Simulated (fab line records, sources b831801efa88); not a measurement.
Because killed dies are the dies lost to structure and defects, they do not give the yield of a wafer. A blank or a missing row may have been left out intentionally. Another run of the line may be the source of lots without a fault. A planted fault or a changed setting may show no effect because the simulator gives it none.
The tool behind it: which one?	flow sky130	39 wafers from 13 lots sampled at 4 of the route's 708 steps

== WHAT THE GAUGES SHOWED, per wafer ==
SKY_VIA1_THK_MEAS_23: measures by xrf.
lot	measured	on	VIA1_W_THK (nm)
L512	day 34 14:22	film metro-04	271 271 273
L514	day 35 07:22	film metro-01	269 270 273
L516	day 35 17:18	film metro-04	274 277 272
L517	day 36 06:28	film metro-04	270 275 271
L519	day 36 21:00	film metro-04	270 270 270
L518	day 36 23:00	film metro-02	271 269 269
L520	day 37 07:47	film metro-01	270 272 271
L521	day 37 21:22	film metro-04	270 270 268
L522	day 38 03:24	film metro-02	262 265 266
L526	day 39 02:03	film metro-01	275 274 275
L530	day 40 14:25	film metro-02	269 266 267
L532	day 40 21:04	film metro-01	274 277 274
L533	day 41 00:56	film metro-02	263 266 265

SKY_CAPM_RS_MEAS_03: measurement is done with a four-point probe.
lot	measured	on	CAPM_TIN_RS (ohm/sq)
L512	day 37 00:21	film metro-02	7.03 6.92 6.88
L514	day 37 16:17	film metro-02	6.85 6.87 6.85
L516	day 38 01:50	film metro-03	7.00 7.01 7.07
L517	day 38 13:59	film metro-02	6.86 6.90 6.95
L519	day 39 05:53	film metro-04	6.91 6.89 6.85
L518	day 39 06:45	film metro-02	6.97 6.94 6.98
L520	day 39 14:34	film metro-03	6.87 6.85 7.04
L521	day 40 06:32	film metro-03	6.93 7.05 6.88
L522	day 40 09:05	film metro-04	7.01 7.14 6.94
L526	day 41 08:58	film metro-02	6.89 6.91 6.87
L530	day 42 18:01	film metro-03	7.01 7.07 6.91
L532	day 42 23:59	film metro-02	7.01 6.96 6.97
L533	day 43 04:27	film metro-03	6.98 7.01 6.94

== EACH LOT AND THE TOOL THAT RAN IT (in order: tool; ch and the chambers of the sampled wafers; start) ==
lot	SKY_METAL3_SPUTTER_03	SKY_METAL3_SPUTTER_04
L512	pvd sputter-01, day 37 00:06	pvd sputter-01, day 37 00:07
L514	pvd sputter-01, day 37 16:02	pvd sputter-01, day 37 16:03
L516	pvd sputter-01, day 38 01:35	pvd sputter-01, day 38 01:35
L517	pvd sputter-02, day 38 13:42	pvd sputter-02, day 38 13:43
L519	pvd sputter-04, day 39 05:35	pvd sputter-04, day 39 05:37
L518	pvd sputter-04, day 39 06:29	pvd sputter-04, day 39 06:31
L520	pvd sputter-04, day 39 14:17	pvd sputter-04, day 39 14:19
L521	pvd sputter-02, day 40 06:17	pvd sputter-02, day 40 06:18
L522	pvd sputter-04, day 40 08:49	pvd sputter-04, day 40 08:49
L526	pvd sputter-01, day 41 08:43	pvd sputter-01, day 41 08:44
L530	pvd sputter-02, day 42 17:43	pvd sputter-02, day 42 17:44
L532	pvd sputter-04, day 42 23:40	pvd sputter-04, day 42 23:41
L533	pvd sputter-04, day 43 04:10	pvd sputter-04, day 43 04:11
- SKY_METAL3_SPUTTER_03: material Ti, target thk 5 nm, time 3.3 s.
- SKY_METAL3_SPUTTER_04: material TiN, target thk 70 nm, time 58.3 s.

== AS READ BY THE TOOLS THEMSELVES (means over the sampled wafers that have a number; for cases with no such wafer, the mark the record gives instead) ==
SKY_METAL3_SPUTTER_03.
lot	tool	cathode dc power W (W)	throttle valve pct (%)
L512	pvd sputter-01	3000.3	29.6
L514	pvd sputter-01	2999.8	29.2
L516	pvd sputter-01	2999.8	30.0
L517	pvd sputter-02	3000.1	28.9
L519	pvd sputter-04	2999.6	30.1
L518	pvd sputter-04	2999.8	30.0
L520	pvd sputter-04	2999.9	29.5
L521	pvd sputter-02	3000.3	29.2
L522	pvd sputter-04	3000.0	30.1
L526	pvd sputter-01	2999.7	29.8
L530	pvd sputter-02	2999.7	28.5
L532	pvd sputter-04	2999.7	29.6
L533	pvd sputter-04	3000.3	30.1

SKY_METAL3_SPUTTER_04.
lot	tool	cathode dc power W (W)	throttle valve pct (%)
L512	pvd sputter-01	6498.3	29.6
L514	pvd sputter-01	6501.1	29.1
L516	pvd sputter-01	6499.9	30.2
L517	pvd sputter-02	6499.8	28.9
L519	pvd sputter-04	6499.7	30.2
L518	pvd sputter-04	6499.1	30.1
L520	pvd sputter-04	6500.0	29.4
L521	pvd sputter-02	6499.5	29.2
L522	pvd sputter-04	6499.3	30.3
L526	pvd sputter-01	6499.8	29.8
L530	pvd sputter-02	5540.3	28.7
L532	pvd sputter-04	6500.1	29.9
L533	pvd sputter-04	6501.2	30.3

== THE ANSWER, worked out from the rows above alone ==
Rule: the lots themselves supply what counts as usual. The widest of any qualifying gaps counts: lots, ordered by their means at a reading, are off when they make up no more than a third of the lots, leave a main group of 4 or more, and stand apart from it by 3 or more times the standard deviation of that group's means. Not used: any main group whose means are identical at the precision the tables above print for the reading. Also off: a lot with no number at a reading for which 4 or more lots have one. Any other lot the step has rows for is counted as sound. After the gauges, taken in route order, come the tools' own readings; for these a lot's mean is taken, as printed above. At the first step where some lot is off, the reading lying furthest off is the one used; lots without a number count as furthest.
Off, at SKY_METAL3_SPUTTER_04 on cathode dc power W: L530. For the main group the mean is 6499.8 W and the standard deviation 0.76.
If a tool, at that step or one of the process steps before it, ran each lot that is off and ran no sound lot following the first of them, it fits. One fits: SKY_METAL3_SPUTTER_03 and SKY_METAL3_SPUTTER_04 on pvd sputter-02. At SKY_METAL3_SPUTTER_03 its last sound lot is L521 (day 40 06:17), its first lot that is off L530 (day 42 17:43): a fault that began between those two fits.

== WHAT THE SIMULATOR HAD PUT IN ==
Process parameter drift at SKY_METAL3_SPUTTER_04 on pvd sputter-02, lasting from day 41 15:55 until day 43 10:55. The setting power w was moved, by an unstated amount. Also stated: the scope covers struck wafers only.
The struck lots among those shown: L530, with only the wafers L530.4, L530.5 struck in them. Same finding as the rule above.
